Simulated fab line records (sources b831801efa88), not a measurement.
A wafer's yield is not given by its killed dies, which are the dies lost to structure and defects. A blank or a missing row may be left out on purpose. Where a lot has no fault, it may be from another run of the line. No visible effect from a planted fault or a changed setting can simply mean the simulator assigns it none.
fab line records + flow sky130
[record]
- lots = 6
- wafers = 17
- lastDay = 50
route steps=708 shown LOCAL_INTERCONNECT@396 CONTACT@406 PAD_OPEN@708
lots that met no fault: taken from a fault-free run of the same line
startH: hours from the record's first day to the start of the lot's first wafer shown + waitH: time in hours since the lot's previous step + " the same as in the row above + L1.1+2: a single row standing in for several wafers + - no value, or no start was given + * or withheld: withheld + < > ~ a bound
route shown NAME@n: a module of which the file shows steps, and the number in the route of the first + usual: the fault-free wafers' mean and standard deviation + same: alike in all rows + chamber/n: place in a boat + sites: per-site readings + _std_site: the standard deviation of these + _edge_site: outer sites' mean less inner sites' + radiusMm: how far each site lies from the wafer's centre + mask NAME#n: copy n + behind: tool/chamber where the wafer was last shaped + hold: why the lot was held/for how many hours/how that ended + device: the transistor (n, p or np) that didn't switch + end of line: tests run on the same wafers once the route is complete + a step without rows: its recipe alone + killed: the dies lost at the first sort to structure and to defects; this is not the yield of the wafer + map: dies across one wafer; x = killed, . = not, _ = none there
set.NAME: the setting as run; set.NAME@STEP: as run at that earlier step + model.NAME: the simulator's own value behind a step, which no gauge read
lots seen at some steps along the route; tables by step, rows by wafer
services: from which hour (startH, from the record's first day; less than 0 if before it) a tool's chamber was out of use, for how many hours, and why
[[steps]]
[step SKY_LOCAL_INTERCONNECT_PEB_09]
[recipe]
- pebTempC = withheld
- pebTimeS = withheld
- resist = KrF-thick
[step SKY_LOCAL_INTERCONNECT_DEVELOP_10]
[recipe]
- developTimeS = 60
- resist = KrF-thick
- devTempC = 21
[step SKY_LOCAL_INTERCONNECT_CD_MEAS_11]
[recipe]
- targetCdNm = 170
[usual]
- cdNm = 170.4/1.5
| lot.wafer | tool     | chamber | startH | waitH | cdNm  |
|-----------|----------|---------|--------|-------|-------|
| L867.4    | cdSem-02 | -       | 761.34 | -     | 168.6 |
| L867.5    | "        | -       | "      | "     | 168.1 |
| L867.6    | "        | -       | "      | "     | 167.7 |
| L868.2    | cdSem-01 | -       | 765.28 | -     | 169.2 |
| L868.4    | "        | -       | "      | "     | 169.2 |
| L875.3    | cdSem-01 | -       | 826.11 | -     | 172.1 |
| L875.5    | "        | -       | "      | "     | 173.7 |
| L875.6    | "        | -       | "      | "     | 172.1 |
| L876.2    | cdSem-01 | -       | 836.15 | -     | 173.4 |
| L876.5    | "        | -       | "      | "     | 172.3 |
| L876.6    | "        | -       | "      | "     | 172.5 |
| L878.1    | cdSem-01 | -       | 854.97 | -     | 169.0 |
| L878.5    | "        | -       | "      | "     | 168.9 |
| L878.6    | "        | -       | "      | "     | 168.5 |
| L880.2    | cdSem-01 | -       | 864.64 | -     | 168.5 |
| L880.4    | "        | -       | "      | "     | 171.8 |
| L880.6    | "        | -       | "      | "     | 169.9 |
[step SKY_LOCAL_INTERCONNECT_OVL_MEAS_12]
[usual]
- LOCAL_INTERCONNECT_OVL = 2/6
| lot.wafer | tool       | chamber | startH | waitH | LOCAL_INTERCONNECT_OVL[nm] |
|-----------|------------|---------|--------|-------|----------------------------|
| L867.4    | overlay-01 | -       | 761.42 | 0.1   | 5                          |
| L867.5    | "          | -       | "      | "     | -5                         |
| L867.6    | "          | -       | "      | "     | 4                          |
| L868.2    | overlay-01 | -       | 765.39 | 0.1   | 2                          |
| L868.4    | "          | -       | "      | "     | -1                         |
| L875.3    | overlay-01 | -       | 826.20 | 0.1   | 5                          |
| L875.5    | "          | -       | "      | "     | 2                          |
| L875.6    | "          | -       | "      | "     | -2                         |
| L876.2    | overlay-02 | -       | 836.26 | 0.1   | 15                         |
| L876.5    | "          | -       | "      | "     | 12                         |
| L876.6    | "          | -       | "      | "     | 7                          |
| L878.1    | overlay-01 | -       | 855.09 | 0.1   | 5                          |
| L878.5    | "          | -       | "      | "     | -1                         |
| L878.6    | "          | -       | "      | "     | -4                         |
| L880.2    | overlay-02 | -       | 864.74 | 0.1   | 6                          |
| L880.4    | "          | -       | "      | "     | 14                         |
| L880.6    | "          | -       | "      | "     | 12                         |
[step SKY_LOCAL_INTERCONNECT_ETCH_13]
[recipe]
- chemistry = N2/H2
- target = BARC
- ionEnergyEv = 200
- biasW = 100
- pressureMtorr = 30
- n2FlowSccm = 100
- h2FlowSccm = 200
- icpW = 500
- stopOn = SiO2
- timeS = 45.9
- targetDepthA = 600
[usual]
- drypumpMotorCurrentA = 6.0/0.55
- oesProductAu = 0.855/0.0049
- throttleValvePct = 13.225/0.0083
| lot.wafer | tool        | chamber | startH | waitH | drypumpMotorCurrentA | oesProductAu | rfHoursCounterH | throttleValvePct |
|-----------|-------------|---------|--------|-------|----------------------|--------------|-----------------|------------------|
| L867.4    | rieMetal-01 | 0       | 761.46 | 0.0   | 5.5                  | 0.855        | -               | 13.227           |
| L867.5    | "           | 1       | "      | "     | 5.4                  | 0.859        | -               | 13.230           |
| L867.6    | "           | 0       | "      | "     | 5.5                  | 0.863        | -               | 13.236           |
| L868.2    | rieMetal-02 | 1       | 765.42 | 0.0   | 6.6                  | 0.858        | 7               | 13.223           |
| L868.4    | "           | 0       | "      | "     | 6.0                  | 0.851        | -               | 13.230           |
| L875.3    | rieMetal-01 | 0       | 826.25 | 0.0   | 5.5                  | 0.858        | -               | 13.220           |
| L875.5    | "           | 0       | "      | "     | 5.5                  | 0.845        | -               | 13.226           |
| L875.6    | "           | 1       | "      | "     | 5.4                  | 0.858        | -               | 13.224           |
| L876.2    | rieMetal-04 | 1       | 836.29 | 0.0   | 6.7                  | 0.862        | 7               | 13.239           |
| L876.5    | "           | 0       | "      | "     | 6.4                  | 0.854        | -               | 13.218           |
| L876.6    | "           | 1       | "      | "     | 6.8                  | 0.852        | -               | 13.229           |
| L878.1    | rieMetal-04 | 0       | 855.12 | 0.0   | 6.4                  | 0.860        | 9               | 13.231           |
| L878.5    | "           | 0       | "      | "     | 6.4                  | 0.844        | -               | 13.212           |
| L878.6    | "           | 1       | "      | "     | 6.7                  | 0.854        | -               | 13.217           |
| L880.2    | rieMetal-01 | 1       | 864.77 | 0.0   | 5.4                  | 0.859        | 12              | 13.235           |
| L880.4    | "           | 0       | "      | "     | 5.5                  | 0.857        | -               | 13.229           |
| L880.6    | "           | 0       | "      | "     | 5.5                  | 0.858        | -               | 13.227           |
[step SKY_LOCAL_INTERCONNECT_METAL_ETCH_14]
[recipe]
- targetDepthNm = 110
- stopOn = PSG
- chemistry = Cl2/BCl3
- target = TiN
- resistSidewallDeg = 88
- pressureMtorr = 10
- icpW = 900
- biasW = 48.5
- Cl2_flow_sccm = 60
- bcl3FlowSccm = 30
- timeS = 31.4
[usual]
- drypumpMotorCurrentA = 6.0/0.54
- oesProductAu = 0.939/0.0069
- throttleValvePct = 21.902/0.0093
| lot.wafer | tool        | chamber | startH | waitH | drypumpMotorCurrentA | oesProductAu | rfHoursCounterH | throttleValvePct |
|-----------|-------------|---------|--------|-------|----------------------|--------------|-----------------|------------------|
| L867.4    | rieMetal-01 | 0       | 761.52 | 0.0   | 5.5                  | 0.947        | -               | 21.901           |
| L867.5    | "           | 1       | "      | "     | 5.4                  | 0.946        | -               | 21.918           |
| L867.6    | "           | 0       | "      | "     | 5.5                  | 0.952        | -               | 21.884           |
| L868.2    | rieMetal-02 | 1       | 765.48 | 0.0   | 6.7                  | 0.943        | 7               | 21.894           |
| L868.4    | "           | 0       | "      | "     | 6.0                  | 0.944        | -               | 21.901           |
| L875.3    | rieMetal-01 | 0       | 826.30 | 0.0   | 5.5                  | 0.931        | -               | 21.905           |
| L875.5    | "           | 0       | "      | "     | 5.5                  | 0.933        | -               | 21.919           |
| L875.6    | "           | 1       | "      | "     | 5.3                  | 0.934        | -               | 21.905           |
| L876.2    | rieMetal-04 | 1       | 836.35 | 0.0   | 6.7                  | 0.941        | 7               | 21.886           |
| L876.5    | "           | 0       | "      | "     | 6.4                  | 0.957        | -               | 21.900           |
| L876.6    | "           | 1       | "      | "     | 6.7                  | 0.954        | -               | 21.893           |
| L878.1    | rieMetal-04 | 0       | 855.19 | 0.0   | 6.4                  | 0.941        | 9               | 21.906           |
| L878.5    | "           | 0       | "      | "     | 6.4                  | 0.934        | -               | 21.888           |
| L878.6    | "           | 1       | "      | "     | 6.7                  | 0.939        | -               | 21.903           |
| L880.2    | rieMetal-01 | 1       | 864.84 | 0.0   | 5.3                  | 0.937        | 12              | 21.904           |
| L880.4    | "           | 0       | "      | "     | 5.5                  | 0.930        | -               | 21.909           |
| L880.6    | "           | 0       | "      | "     | 5.5                  | 0.932        | -               | 21.904           |
[step SKY_LOCAL_INTERCONNECT_STRIP_15]
[recipe]
- chemistry = O2/N2
- powerW = 1400
- pressureMtorr = 1500
- platenTempC = withheld
- o2FlowSccm = 3000
- n2FlowSccm = 300
- overashFraction = 0.5
[usual]
- drypumpMotorCurrentA = 5.5/0.47
- oesProductAu = 0.428/0.0045
- stripTimeToEndpointS = 4.731/0.025
| lot.wafer | tool           | chamber | startH | waitH | drypumpMotorCurrentA | oesProductAu | rfHoursCounterH | stripTimeToEndpointS |
|-----------|----------------|---------|--------|-------|----------------------|--------------|-----------------|----------------------|
| L867.4    | plasmaAsher-03 | 0       | 761.58 | 0.1   | 5.0                  | 0.428        | -               | 4.726                |
| L867.5    | "              | 1       | "      | "     | 5.1                  | 0.420        | -               | 4.756                |
| L867.6    | "              | 0       | "      | "     | 5.0                  | 0.427        | -               | 4.733                |
| L868.2    | plasmaAsher-02 | 1       | 765.53 | 0.0   | 5.2                  | 0.423        | 65              | 4.704                |
| L868.4    | "              | 1       | "      | "     | 5.2                  | 0.426        | -               | 4.731                |
| L875.3    | plasmaAsher-02 | 1       | 826.37 | 0.1   | 5.2                  | 0.426        | -               | 4.739                |
| L875.5    | "              | 1       | "      | "     | 5.2                  | 0.431        | -               | 4.761                |
| L875.6    | "              | 0       | "      | "     | 6.3                  | 0.428        | -               | 4.756                |
| L876.2    | plasmaAsher-04 | 0       | 836.40 | 0.0   | 6.0                  | 0.422        | 8               | 4.722                |
| L876.5    | "              | 1       | "      | "     | 5.5                  | 0.418        | -               | 4.702                |
| L876.6    | "              | 0       | "      | "     | 5.9                  | 0.427        | -               | 4.724                |
| L878.1    | plasmaAsher-03 | 1       | 855.24 | 0.0   | 5.1                  | 0.437        | 103             | 4.715                |
| L878.5    | "              | 0       | "      | "     | 5.0                  | 0.433        | -               | 4.721                |
| L878.6    | "              | 1       | "      | "     | 5.1                  | 0.429        | -               | 4.736                |
| L880.2    | plasmaAsher-03 | 0       | 864.89 | 0.0   | 5.0                  | 0.432        | 104             | 4.739                |
| L880.4    | "              | 0       | "      | "     | 5.0                  | 0.436        | -               | 4.721                |
| L880.6    | "              | 0       | "      | "     | 5.0                  | 0.429        | -               | 4.733                |
[step SKY_LOCAL_INTERCONNECT_STRIP_16]
[recipe]
- chemistry = postEtchResidueRemover
- timeS = 1200
- tempC = 72.5
[step SKY_LOCAL_INTERCONNECT_CLEAN_17]
[recipe]
- chemistry = IPA
- timeS = 180
- tempC = 25
[step SKY_LOCAL_INTERCONNECT_CLEAN_18]
[recipe]
- chemistry = O3/DIW
- dry = n2Spin
[step SKY_CONTACT_CVD_00]
[recipe]
- material = Si3N4
- targetThkNm = 75
- tempC = 400
- timeS = withheld
- rfW = 450
[usual]
- heaterPowerW = 721/83
| lot.wafer | tool     | chamber | startH | waitH | heaterPowerW |
|-----------|----------|---------|--------|-------|--------------|
| L867.4    | pecvd-01 | 0       | 762.19 | 0.0   | 526          |
| L867.5    | "        | 1       | "      | "     | 721          |
| L867.6    | "        | 2       | "      | "     | 733          |
| L868.2    | pecvd-04 | 1       | 766.14 | 0.0   | 895          |
| L868.4    | "        | 2       | "      | "     | 705          |
| L875.3    | pecvd-04 | 2       | 826.96 | 0.0   | 687          |
| L875.5    | "        | 0       | "      | "     | 600          |
| L875.6    | "        | 1       | "      | "     | 771          |
| L876.2    | pecvd-04 | 2       | 836.99 | 0.0   | 796          |
| L876.5    | "        | 1       | "      | "     | 764          |
| L876.6    | "        | 0       | "      | "     | 681          |
| L878.1    | pecvd-01 | 2       | 855.84 | 0.0   | 750          |
| L878.5    | "        | 2       | "      | "     | 745          |
| L878.6    | "        | 1       | "      | "     | 793          |
| L880.2    | pecvd-04 | 1       | 865.49 | 0.0   | 850          |
| L880.4    | "        | 0       | "      | "     | 639          |
| L880.6    | "        | 2       | "      | "     | 786          |
[step SKY_CONTACT_THK_MEAS_01]
[recipe]
- reads = Si3N4_of_CONTACT_CVD_00
[usual]
- CONTACT_CVD_00_THK = 74.8/0.93
| lot.wafer | tool         | chamber | startH | waitH | CONTACT_CVD_00_THK[nm] |
|-----------|--------------|---------|--------|-------|------------------------|
| L867.4    | filmMetro-04 | -       | 762.24 | -     | 75.3                   |
| L867.5    | "            | -       | "      | "     | 76.0                   |
| L867.6    | "            | -       | "      | "     | 75.3                   |
| L868.2    | filmMetro-03 | -       | 766.18 | -     | 73.7                   |
| L868.4    | "            | -       | "      | "     | 76.6                   |
| L875.3    | filmMetro-03 | -       | 827.01 | -     | 74.7                   |
| L875.5    | "            | -       | "      | "     | 75.1                   |
| L875.6    | "            | -       | "      | "     | 75.6                   |
| L876.2    | filmMetro-04 | -       | 837.04 | -     | 73.7                   |
| L876.5    | "            | -       | "      | "     | 74.8                   |
| L876.6    | "            | -       | "      | "     | 74.6                   |
| L878.1    | filmMetro-01 | -       | 855.87 | -     | 74.1                   |
| L878.5    | "            | -       | "      | "     | 77.0                   |
| L878.6    | "            | -       | "      | "     | 76.3                   |
| L880.2    | filmMetro-04 | -       | 865.53 | -     | 73.0                   |
| L880.4    | "            | -       | "      | "     | 74.2                   |
| L880.6    | "            | -       | "      | "     | 75.2                   |
[step SKY_CONTACT_HDPCVD_02]
[recipe]
- material = SiO2
- targetThkNm = 565
- sigmaOpenFrac = 0.3
- timeS = 94.2
- tempC = 600
- sih4FlowSccm = 60
- pressureMtorr = 6
[usual]
- runLengthS = 122.0/0.75
| lot.wafer | tool      | chamber | startH | waitH | runLengthS | model.SiO2_of_CONTACT_HDPCVD_02.thkNm |
|-----------|-----------|---------|--------|-------|------------|---------------------------------------|
| L867.4    | hdpcvd-01 | 0       | 762.30 | 0.1   | 141.2      | 693.3                                 |
| L867.5    | "         | 1       | "      | "     | 142.0      | 692.3                                 |
| L867.6    | "         | 2       | "      | "     | 122.3      | 566.5                                 |
| L868.2    | hdpcvd-01 | 1       | 766.23 | 0.0   | 121.9      | 564.3                                 |
| L868.4    | "         | 0       | "      | "     | 141.6      | 690.6                                 |
| L875.3    | hdpcvd-02 | 1       | 827.05 | 0.0   | 123.3      | 570.1                                 |
| L875.5    | "         | 2       | "      | "     | 121.0      | 566.1                                 |
| L875.6    | "         | 0       | "      | "     | 121.6      | 565.5                                 |
| L876.2    | hdpcvd-02 | 0       | 837.09 | 0.0   | 122.0      | 562.1                                 |
| L876.5    | "         | 2       | "      | "     | 121.7      | 563.3                                 |
| L876.6    | "         | 1       | "      | "     | 123.2      | 561.9                                 |
| L878.1    | hdpcvd-01 | 0       | 855.93 | 0.1   | 120.9      | 581.1                                 |
| L878.5    | "         | 0       | "      | "     | 121.0      | 573.4                                 |
| L878.6    | "         | 1       | "      | "     | 121.4      | 568.8                                 |
| L880.2    | hdpcvd-02 | 0       | 865.58 | 0.0   | 122.0      | 578.6                                 |
| L880.4    | "         | 1       | "      | "     | 123.2      | 574.9                                 |
| L880.6    | "         | 0       | "      | "     | 122.5      | 574.5                                 |
[step SKY_CONTACT_THK_MEAS_03]
[recipe]
- reads = SiO2_of_CONTACT_HDPCVD_02
[usual]
- CONTACT_HDPCVD_THK = 566/6.7
| lot.wafer | tool         | chamber | startH | waitH | CONTACT_HDPCVD_THK[nm] |
|-----------|--------------|---------|--------|-------|------------------------|
| L867.4    | filmMetro-03 | -       | 762.37 | 0.0   | 694                    |
| L867.5    | "            | -       | "      | "     | 692                    |
| L867.6    | "            | -       | "      | "     | 566                    |
| L868.2    | filmMetro-03 | -       | 766.31 | 0.0   | 565                    |
| L868.4    | "            | -       | "      | "     | 690                    |
| L875.3    | filmMetro-01 | -       | 827.14 | 0.1   | 570                    |
| L875.5    | "            | -       | "      | "     | 567                    |
| L875.6    | "            | -       | "      | "     | 566                    |
| L876.2    | filmMetro-03 | -       | 837.16 | 0.0   | 562                    |
| L876.5    | "            | -       | "      | "     | 563                    |
| L876.6    | "            | -       | "      | "     | 561                    |
| L878.1    | filmMetro-04 | -       | 856.00 | 0.0   | 581                    |
| L878.5    | "            | -       | "      | "     | 573                    |
| L878.6    | "            | -       | "      | "     | 569                    |
| L880.2    | filmMetro-01 | -       | 865.66 | 0.0   | 579                    |
| L880.4    | "            | -       | "      | "     | 575                    |
| L880.6    | "            | -       | "      | "     | 575                    |
[step SKY_CONTACT_CMP_04]
[recipe]
- material = SiO2
- downForcePsi = 4
- platenRpm = 60
- padVelocityMS = 0.94248
[usual]
- motorCurrentA = 10.9/1
- platenRpm = 60.00/0.042
- timeToEndpointS = 83/3.6
| lot.wafer | tool   | chamber | startH | waitH | motorCurrentA | platenRpm | timeToEndpointS |
|-----------|--------|---------|--------|-------|---------------|-----------|-----------------|
| L867.4    | cmp-01 | 1       | 762.45 | 0.1   | 12.8          | 59.98     | 123             |
| L867.6    | "      | 0       | "      | "     | 10.4          | 59.97     | 82              |
| L867.5    | "      | 1       | "      | "     | 12.6          | 59.95     | 124             |
| L868.2    | cmp-02 | 1       | 766.46 | 0.1   | 12.2          | 59.98     | 85              |
| L868.4    | "      | 2       | "      | "     | 10.2          | 60.01     | 131             |
| L875.3    | cmp-01 | 1       | 827.33 | 0.2   | 12.6          | 59.91     | 84              |
| L875.5    | "      | 2       | "      | "     | 10.7          | 59.99     | 84              |
| L875.6    | "      | 3       | "      | "     | 10.7          | 59.97     | 84              |
| L876.2    | cmp-02 | 1       | 837.36 | 0.2   | 11.2          | 60.05     | 89              |
| L876.6    | "      | 2       | "      | "     | 9.7           | 60.00     | 85              |
| L876.5    | "      | 3       | "      | "     | 10.6          | 60.05     | 85              |
| L878.1    | cmp-02 | 1       | 856.11 | 0.1   | 11.7          | 59.96     | 92              |
| L878.5    | "      | 0       | "      | "     | 9.8           | 60.01     | 85              |
| L878.6    | "      | 1       | "      | "     | 11.5          | 60.03     | 87              |
| L880.4    | cmp-02 | 0       | 865.81 | 0.1   | 10.5          | 60.08     | 83              |
| L880.2    | "      | 1       | "      | "     | 12.1          | 60.03     | 85              |
| L880.6    | "      | 3       | "      | "     | 10.7          | 60.03     | 79              |
[step SKY_CONTACT_BOW_MEAS_05]
[recipe]
- mode = bow
[usual]
- CONTACT_BOW = 83/6.7
| lot.wafer | tool         | chamber | startH | waitH | CONTACT_BOW[um] |
|-----------|--------------|---------|--------|-------|-----------------|
| L867.4    | filmMetro-03 | -       | 762.76 | 0.3   | 91              |
| L867.5    | "            | -       | "      | "     | 90              |
| L867.6    | "            | -       | "      | "     | 83              |
| L868.2    | filmMetro-04 | -       | 766.68 | 0.2   | 87              |
| L868.4    | "            | -       | "      | "     | 84              |
| L875.3    | filmMetro-03 | -       | 827.52 | 0.1   | 92              |
| L875.5    | "            | -       | "      | "     | 81              |
| L875.6    | "            | -       | "      | "     | 80              |
| L876.2    | filmMetro-04 | -       | 837.53 | 0.1   | 83              |
| L876.5    | "            | -       | "      | "     | 83              |
| L876.6    | "            | -       | "      | "     | 88              |
| L878.1    | filmMetro-03 | -       | 856.36 | 0.2   | 93              |
| L878.5    | "            | -       | "      | "     | 88              |
| L878.6    | "            | -       | "      | "     | 91              |
| L880.2    | filmMetro-04 | -       | 866.03 | 0.1   | 79              |
| L880.4    | "            | -       | "      | "     | 94              |
| L880.6    | "            | -       | "      | "     | 89              |
[step SKY_PAD_OPEN_PROBE_99]
[usual]
- killed_at_M0_to_M3 = 44/7.5
- killed_at_M4_up = 3.2/1.9
- killedAtContacts = 23/4.7
- killedAtFrontEnd = 15/4.7
- killedAtOther = 0.4/0.66
- killedDies = 87/9.3
- killedOpen = 47/7.2
- killedShort = 39/6.5
[same]
- grossDies = 492
- killedAtBackSide = 0
| lot.wafer | tool      | chamber | startH  | waitH | killed_at_M0_to_M3 | killed_at_M4_up | killedAtContacts | killedAtFrontEnd | killedAtOther | killedDies | killedOpen | killedShort |
|-----------|-----------|---------|---------|-------|--------------------|-----------------|------------------|------------------|---------------|------------|------------|-------------|
| L876.6    | prober-01 | -       | 1174.61 | 0.2   | 49                 | 1               | 21               | 7                | 1             | 79         | 46         | 33          |
// killed by level:class
L876.6 VIA1:geometricParticle:open=9 CONTACT:geometricParticle:open=9 VIA2:geometricParticle:open=7 VIA3:geometricParticle:open=6 VIA1:geometricParticle:short=5 METAL2:geometricParticle:short=5 VIA2:geometricParticle:short=5 LI_CONTACT:geometricParticle:open=4
[[services]]
| tool           | chamber | startH | hours | kind                          |
|----------------|---------|--------|-------|-------------------------------|
| rieMetal-01    | 0       | 742.35 | 17.8  | repair                        |
| pecvd-01       | -       | 742.63 | 6.0   | pm                            |
| plasmaAsher-04 | 0       | 742.75 | -     | clean                         |
| plasmaAsher-04 | 1       | 742.75 | -     | clean                         |
| cmp-02         | -       | 744.00 | 4.0   | pm                            |
| cmp-02         | -       | 748.00 | -     | consumableReplace:conditioner |
| cmp-02         | -       | 748.00 | -     | consumableReplace:pad         |
| plasmaAsher-04 | -       | 786.38 | 6.1   | repair                        |
| plasmaAsher-02 | -       | 787.73 | 2.8   | pm                            |
| cmp-02         | -       | 793.30 | 0.3   | repair                        |
| rieMetal-02    | 1       | 798.33 | 10.3  | repair                        |
| plasmaAsher-02 | -       | 798.73 | 13.0  | repair                        |
| pecvd-04       | -       | 805.61 | 0.5   | repair                        |
| plasmaAsher-04 | -       | 808.40 | 8.5   | repair                        |
| hdpcvd-01      | -       | 808.87 | 2.2   | repair                        |
| rieMetal-01    | -       | 810.00 | 2.5   | repair                        |
| cmp-01         | -       | 819.73 | 0.9   | repair                        |
| cmp-02         | -       | 822.34 | 0.8   | repair                        |
| cmp-01         | -       | 831.29 | 63.6  | repair                        |
| pecvd-01       | -       | 835.22 | 14.6  | pm                            |
| rieMetal-02    | -       | 841.42 | 2.8   | pm                            |
| cmp-01         | -       | 841.77 | 2.3   | repair                        |
| hdpcvd-02      | 2       | 855.97 | 3.4   | repair                        |
| pecvd-01       | -       | 862.97 | 1.4   | repair                        |
[[key]]
[firstSign]
- step = SKY_CONTACT_HDPCVD_02
- reading = runLengthS
- direction = up
- sigmas = 26
- usual = *
- struck = *
[effect]
- step = SKY_CONTACT_THK_MEAS_03
- reading = CONTACT_HDPCVD_THK
- direction = up
- sigmas = 19
- usual = 566
- struck = 692
[effect]
- step = SKY_CONTACT_CMP_04
- reading = timeToEndpointS
- direction = up
- sigmas = 12
- usual = *
- struck = *
[modelEffect]
- step = SKY_CONTACT_HDPCVD_02
- value = SiO2_of_CONTACT_HDPCVD_02.thkNm
- without = 570.6
- struck = 692.1
metAt SKY_CONTACT_HDPCVD_02
struckWafers L867.4,L867.5,L868.4
testerLeftOut L867,L868
[fault]
- kind = processParameterDrift
- tool = hdpcvd-01
- chamber = -
- onsetH = 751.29
- steps = SKY_CONTACT_HDPCVD_02
- channel = timeS
- offset = *
- shape = step
- endH = 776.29
- scope = struckWafersOnly
- actsIn = *
- stated = *
// testerLeftOut: of these lots the tester's yield and bins aren't shown, on N5 and GAA mostly nor the transistor test; their killed dies are dies lost to structure and defects alone, not to doping, threshold or leakage, so they don't give the yield
